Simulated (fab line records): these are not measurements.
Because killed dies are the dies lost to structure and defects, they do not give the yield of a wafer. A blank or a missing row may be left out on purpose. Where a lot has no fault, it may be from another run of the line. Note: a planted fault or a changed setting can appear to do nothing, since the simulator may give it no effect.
Which tool was responsible? -- flow sky130 -- 6 lots (18 wafers sampled), 1 step of a 708-step route

## WHAT THE GAUGES SHOWED, per wafer
SKY_POLY_GATE_THK_MEAS_21.
lot,measured,on,POLY_GATE_OXIDATION_THK (nm)
L713,day 16 22:21,film-metro-03,4.02 3.96 3.92
L716,day 18 07:08,film-metro-03,3.98 4.06 3.99
L718,day 18 19:54,film-metro-03,3.91 3.96 3.91
L725,day 21 12:05,film-metro-02,4.04 4.05 3.98
L728,day 22 06:21,film-metro-04,4.05 4.05 4.14
L732,day 23 13:42,film-metro-02,4.02 3.89 4.02

## TOOL THAT RAN EACH LOT (tool first, then ch and the chambers of the sampled wafers, then the start)
The record shows no process step preceding these readings.

## THE ANSWER, worked out from the rows above alone
Rule: usual is defined by the lots themselves. The widest of any qualifying gaps counts: lots, ordered by their means at a reading, are off when they make up no more than a third of the lots, leave a main group of 4 or more, and stand apart from it by 3 or more times the standard deviation of that group's means. The tables above print the reading to a certain number of digits; a main group whose means all agree to those digits is not used. A lot without any number at a reading at which 4 lots or more have one is off too. All remaining lots with rows at the step are treated as sound.
Nothing can be told from this: no lot is off at any reading shown.

## WHAT THE SIMULATOR HAD INSERTED
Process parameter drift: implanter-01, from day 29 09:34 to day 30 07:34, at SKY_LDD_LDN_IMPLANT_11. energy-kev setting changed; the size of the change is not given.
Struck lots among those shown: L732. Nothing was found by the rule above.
